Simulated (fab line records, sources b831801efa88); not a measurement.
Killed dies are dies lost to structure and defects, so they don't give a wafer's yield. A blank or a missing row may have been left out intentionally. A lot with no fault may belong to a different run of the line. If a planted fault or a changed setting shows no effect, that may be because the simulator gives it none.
Problem report, 8D (eight disciplines) form, completed by code || flow sky130 || the parts of the form that need people (team, actions taken, sign-off) are left out

## 1. WHAT WENT WRONG
dose_ions_cm2 at SKY_LDD_N_IMPLANT_09 reads a mean of 5.5e+13 on 6 wafers of 2 lots; wafers without a fault read 7.5e+13 with a standard deviation of 8.1e+10. That is -99 or more standard deviations from the usual mean.
First seen on wafer L412.1, day 21 21:43, on implanter-01. Wafers with a number at this step in the record: 36, from 12 lots. By rule, "out" or "out of limits" means more than 4 standard deviations away from the usual mean. The other wafers with a number count as sound.

## 2. WHAT IT IS, WHAT IT ISN'T
{"question": "which readings at this step", "is": "dose_ions_cm2, faraday_current_uA", "is not": "beam_energy_keV"}
{"question": "which lots", "is": "L412, L414", "is not": "L402, L406, L408, L409, L410, L411, L413, L421, L422, L423"}
{"question": "which wafers of those lots", "is": "all that have a number", "is not": "-"}
{"question": "read on which tools", "is": "implanter-01", "is not": "implanter-03, implanter-04"}
{"question": "when", "is": "from day 21 21:43", "is not": "up to then (21 sound wafers); but 9 sound wafers of L421, L422, L423 came after"}

## 3. THE SUSPECTS, EACH WITH WHAT RULES IT OUT
Counting: any tool at a process step up to the reading is kept as a suspect provided that every lot that is out went through it and no sound lot did after the first of them.
- implanter-01 at SKY_LDD_N_IMPLANT_09: ruled out as a lasting fault. Sound lots L421, L422 ran on it after its first lot that is out, L412 (day 21 21:43).
Left after counting: nothing in the record.

## 4. THE CAUSE (what the simulator had put in)
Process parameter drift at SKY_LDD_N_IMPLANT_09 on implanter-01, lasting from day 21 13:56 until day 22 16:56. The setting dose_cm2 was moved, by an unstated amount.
Counting ruled it out, wrongly.

## 5. THE EFFECT CHAIN, in route order
One row per reading whose mean, taken over the struck wafers that have a number, lies over 3 standard deviations from the usual. Only readings for which the record gives a usual standard deviation are gone through. hours: the time from each lot's start at the first step in this table that gives one to its start at this step, as a median over the lots. sigmas: the change in usual standard deviations.
{"hours": 0, "step": "SKY_LDD_N_IMPLANT_09", "reading": "dose_ions_cm2", "usual": 7.5e+13, "on struck wafers": 5.5e+13, "change": -2.0e+13, "sigmas": "-99 or more"}
{"hours": 0, "step": "SKY_LDD_N_IMPLANT_09", "reading": "faraday_current_uA", "usual": 422, "on struck wafers": 310, "change": -112, "sigmas": -14}
{"hours": 1, "step": "SKY_LDD_N_STRIP_16", "reading": "strip_time_to_endpoint_s", "usual": "4.320 s", "on struck wafers": 4.253, "change": -0.067, "sigmas": -3.5}
It contains these process steps:
- SKY_LDD_N_IMPLANT_09
- SKY_LDD_N_STRIP_16: strips in O2/N2.

## 6. WHAT WOULD HAVE CAUGHT IT SOONER
The fault began at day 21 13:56; the first out-of-limits reading in this record came at day 21 21:43, 8 hours later.
